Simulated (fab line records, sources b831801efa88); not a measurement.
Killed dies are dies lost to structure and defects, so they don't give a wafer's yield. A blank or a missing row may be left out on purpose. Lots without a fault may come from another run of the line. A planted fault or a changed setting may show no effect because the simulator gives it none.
Tool commonality check | flow gf180mcu | 12 lots, 36 wafers sampled

WHY IT WAS OPENED
At GF_HV_LDD_TW_MEAS_23 the reading HV_LDD_2_TW is flagged on 2 of 12 lots. Wafers without a fault read 1054, standard deviation 7.3.
Rule: a lot is flagged when every wafer of it that has a number lies more than 4 standard deviations from that mean, or none has a number. The other lots count as sound.

lot  | measured     | on            | HV_LDD_2_TW, wafer by wafer | flag
L516 | day 11 01:18 | film_metro-04 | 1041 1041 1038              |
L517 | day 11 01:55 | film_metro-03 | 1054 1057 1059              |
L518 | day 11 09:20 | film_metro-04 | 1035 1042 1041              |
L527 | day 14 08:16 | film_metro-02 | 975 978 977                 | FLAGGED
L528 | day 14 14:44 | film_metro-02 | 979 980 976                 | FLAGGED
L529 | day 14 19:15 | film_metro-04 | 1049 1043 1038              |
L531 | day 15 13:08 | film_metro-04 | 1053 1056 1058              |
L532 | day 15 16:39 | film_metro-03 | 1067 1070 1065              |
L534 | day 16 11:22 | film_metro-02 | 1048 1050 1049              |
L535 | day 16 17:32 | film_metro-04 | 1052 1054 1052              |
L536 | day 17 00:33 | film_metro-02 | 1055 1057 1058              |
L539 | day 18 11:35 | film_metro-03 | 1058 1053 1057              |
The numbers of the flagged lots are 978 on average: -76 against the usual, or -10 standard deviations.

WHICH TOOL RAN EACH LOT
The record holds 2 process steps before the reading, out of a route of 602 steps. In each cell: the tool, then ch and the chambers that the sampled wafers went through, then the start.
lot  | flag    | GF_HV_LDD_STRIP_10                   | GF_HV_LDD_IMPLANT_21
L516 |         | plasma_asher-04 ch 0,1, day 10 06:50 | implanter-01 ch 0, day 11 01:04
L517 |         | plasma_asher-01 ch 0,1, day 10 07:11 | implanter-01 ch 0, day 11 01:42
L518 |         | plasma_asher-04 ch 0,1, day 10 14:32 | implanter-02 ch 0, day 11 09:05
L527 | FLAGGED | plasma_asher-01 ch 0,1, day 13 11:16 | implanter-01 ch 0, day 14 08:02
L528 | FLAGGED | plasma_asher-01 ch 0,1, day 13 16:32 | implanter-01 ch 0, day 14 14:29
L529 |         | plasma_asher-01 ch 0,1, day 13 21:14 | implanter-03 ch 0, day 14 19:01
L531 |         | plasma_asher-01 ch 0,1, day 14 15:36 | implanter-03 ch 0, day 15 12:53
L532 |         | plasma_asher-03 ch 0,1, day 14 18:59 | implanter-03 ch 0, day 15 16:25
L534 |         | plasma_asher-04 ch 0,1, day 15 13:21 | implanter-03 ch 0, day 16 11:08
L535 |         | plasma_asher-04 ch 0,1, day 15 19:47 | implanter-02 ch 0, day 16 17:20
L536 |         | plasma_asher-04 ch 0,1, day 16 03:02 | implanter-02 ch 0, day 17 00:18
L539 |         | plasma_asher-04 ch 0,1, day 17 11:42 | implanter-03 ch 0, day 18 11:20
What these steps do:
- GF_HV_LDD_STRIP_10: strips in O2/N2.
- GF_HV_LDD_IMPLANT_21
- GF_HV_LDD_TW_MEAS_23

FLAGGED OVER TOTAL, TOOL BY TOOL (the gauges that took the reading come last)
step                 | tool            | lots run | flagged | share of the flagged lots | sound lots run after its first flagged lot
GF_HV_LDD_STRIP_10   | plasma_asher-01 | 5        | 2       | all                       | 2 (L529,L531)
GF_HV_LDD_STRIP_10   | plasma_asher-03 | 1        | 0       | none                      | -
GF_HV_LDD_STRIP_10   | plasma_asher-04 | 6        | 0       | none                      | -
GF_HV_LDD_IMPLANT_21 | implanter-01    | 4        | 2       | all                       | 0
GF_HV_LDD_IMPLANT_21 | implanter-02    | 3        | 0       | none                      | -
GF_HV_LDD_IMPLANT_21 | implanter-03    | 5        | 0       | none                      | -
GF_HV_LDD_TW_MEAS_23 | film_metro-02   | 4        | 2       | all                       | 2 (L534,L536)
GF_HV_LDD_TW_MEAS_23 | film_metro-03   | 3        | 0       | none                      | -
GF_HV_LDD_TW_MEAS_23 | film_metro-04   | 5        | 0       | none                      | -

WHAT THE TABLE ALLOWS
3 rows of the table ran every flagged lot: plasma_asher-01 at GF_HV_LDD_STRIP_10, implanter-01 at GF_HV_LDD_IMPLANT_21, film_metro-02 at GF_HV_LDD_TW_MEAS_23.
- plasma_asher-01 at GF_HV_LDD_STRIP_10: 2 of its 5 lots flagged. Sound lots ran on it after the first flagged one (L529, L531), which a lasting fault on the whole tool wouldn't allow.
- implanter-01 at GF_HV_LDD_IMPLANT_21: 2 of its 4 lots flagged. Its last sound lot is L517 (day 11 01:42), its first flagged lot L527 (day 14 08:02): a fault that began between those two fits. Its own readings lie more than 4 standard deviations out on every wafer of the flagged lots: beam_on_s, faraday_current_uA.
- film_metro-02 at GF_HV_LDD_TW_MEAS_23: 2 of its 4 lots flagged. Sound lots ran on it after the first flagged one (L534, L536), which a lasting fault on the whole tool wouldn't allow.
One tool is left: implanter-01 at GF_HV_LDD_IMPLANT_21.

WHAT THE SIMULATOR HAD PUT IN
Process parameter drift: implanter-01, from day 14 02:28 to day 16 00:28, at GF_HV_LDD_IMPLANT_21. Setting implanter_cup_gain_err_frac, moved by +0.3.
Lots struck among those shown: L527, L528. The rule above found the same.
